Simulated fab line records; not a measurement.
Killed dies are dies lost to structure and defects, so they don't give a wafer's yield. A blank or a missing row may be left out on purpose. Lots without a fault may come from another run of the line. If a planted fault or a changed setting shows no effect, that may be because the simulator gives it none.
Chamber matching ; flow gf180mcu ; GF_V5_ETCH_16 on rie diel-02 has 4 sister chambers
The step etches BARC in N2/H2. 8 wafers are shown with their chamber, then 11 later ones without.

## WAFERS WITH THEIR CHAMBER
wafer;chamber;drypump motor current A (A);n2 flow sccm (sccm)
L080.4;1;5.2;99.90
L082.4;0;6.5;99.79
L085.2;2;5.8;100.08
L085.5;3;5.1;100.25
L086.1;0;6.6;99.98
L086.3;3;5.2;100.14
L086.4;2;5.8;99.63
L088.1;1;5.2;100.06

## WAFERS WHOSE CHAMBER IS MISSING
wafer;drypump motor current A (A);n2 flow sccm (sccm)
L088.2;5.1;100.01
L088.5;5.2;99.77
L091.2;6.5;99.97
L091.5;5.1;99.49
L091.6;5.8;100.42
L092.1;5.2;99.90
L092.2;6.6;99.80
L092.6;6.6;100.19
L095.2;5.9;100.09
L095.5;6.6;99.71
L095.6;5.2;99.83

## THE CHAMBER EACH PASSED THROUGH
wafer;from the rows above;in truth
L088.2;can't be placed: 3 or 1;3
L088.5;can't be placed: 1 or 3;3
L091.2;0;0
L091.5;can't be placed: 1 or 3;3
L091.6;2;2
L092.1;can't be placed: 1 or 3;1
L092.2;0;0
L092.6;0;0
L095.2;2;2
L095.5;0;0
L095.6;can't be placed: 1 or 3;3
Correctly placed: 6 of 11. These rows do not allow placing 5 (true chamber among the candidates in 5). Number placed wrongly: 0.
How it was worked out, from the rows above alone: a wafer's distance from a chamber is the root of the sum, over the readings, of the square of ((its reading less the chamber's mean) divided by the reading's scatter). The wafer belongs to the nearest chamber; if the next one is less than 2 further off, it can't be placed. Each chamber's mean is taken over the wafers shown for it. The scatter: the root of (the sum of the squares of (reading less its chamber's mean) over the shown wafers, divided by (wafers less chambers)).
